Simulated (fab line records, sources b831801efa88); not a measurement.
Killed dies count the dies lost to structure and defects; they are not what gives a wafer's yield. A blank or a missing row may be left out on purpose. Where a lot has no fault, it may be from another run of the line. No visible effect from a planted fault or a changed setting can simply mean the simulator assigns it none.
Problem report, 8D (eight disciplines) form, completed by code -- flow sfq-line -- the parts of the form that need people (team, actions taken, sign-off) are left out

1. THE ISSUE
Mean of time-to-endpoint-s at SFQ_TRILAYER_I2_CMP_CMP_064: 253 s across 4 wafers in 2 lots; on wafers with no fault it is 218 s (standard deviation 6.7). Measured from the usual mean, that is +5.2 standard deviations.
The step: polishes SiO2.
The first sign was on wafer L457.3 at day 33 08:46, on cmp-01. The record holds 42 wafers of 14 lots with a number at this step. Rule for "out", or "out of limits": more than 4 standard deviations from the usual mean. The rest of the wafers with a number are treated as sound.

2. WHAT IT IS; WHAT IT IS NOT
question,is,is not
which readings at this step,time-to-endpoint-s,slurry-filter-dp-kPa
which lots,"L457, L459","L452, L461, L464, L466, L467, L469, L470, L471, L472, L473, L474, L475"
which wafers of those lots,"L457.2, L457.3, L459.1, L459.2","L457.5, L459.6"
read on which tools,cmp-01,cmp-02
when,from day 33 08:46,"up to then (4 sound wafers); but 34 sound wafers of L459, L461, L464, L466, L467, L469, L470, L471, L472, L473, L474, L475 came after"

3. WHAT RULES OUT EACH SUSPECT
Counting: any tool at a process step up to the reading remains a suspect provided it ran every lot that is out. Sound lots after the first of them don't rule it out here, since some wafers of a struck lot are sound.
- cmp-01 at SFQ_TRILAYER_I2_CMP_CMP_064 (polishes SiO2): kept. It ran every lot that is out, first L457 (day 33 08:46). Out on those wafers are its own readings of time-to-endpoint-s.
The count leaves cmp-01 at SFQ_TRILAYER_I2_CMP_CMP_064.

4. THE CAUSE (what the simulator had put in)
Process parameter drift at SFQ_TRILAYER_I2_CMP_CMP_064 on cmp-01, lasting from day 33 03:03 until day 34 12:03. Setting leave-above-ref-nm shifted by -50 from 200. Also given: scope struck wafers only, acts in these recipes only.
This tool alone remained once counting was done.

5. THE EFFECT CHAIN, in route order
Each row: a reading whose mean over the struck wafers that have a number lies more than 3 standard deviations from the usual. Only readings whose record carries a usual standard deviation are examined. hours: median over the lots of the time between each lot's start at the first step of this table that gives one and its start at this step. sigmas: the change, counted in usual standard deviations.
hours,step,reading,usual,on struck wafers,change,sigmas
0,SFQ_TRILAYER_I2_CMP_CMP_064,time-to-endpoint-s,218 s,253,+35,+5.2
3,SFQ_TRILAYER_I2_METRO_MEASURE_065,thk-nm,199.9 nm,150.8,-49.2,-57
155,SFQ_TRILAYER_I2_VIA_ETCH_VIA_ETCH_070,oes-product-au,0.854 a.u.,0.740,-0.114,-25
The process steps in it:
- SFQ_TRILAYER_I2_CMP_CMP_064: polishes SiO2.
- SFQ_TRILAYER_I2_METRO_MEASURE_065
- SFQ_TRILAYER_I2_VIA_ETCH_VIA_ETCH_070: etches SiO2 in CHF3, stops on Nb, target depth 260 nm.

6. WHAT WOULD HAVE CAUGHT IT SOONER
First out-of-limits reading in this record: day 33 08:46, which is 6 hours after fault onset at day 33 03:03.
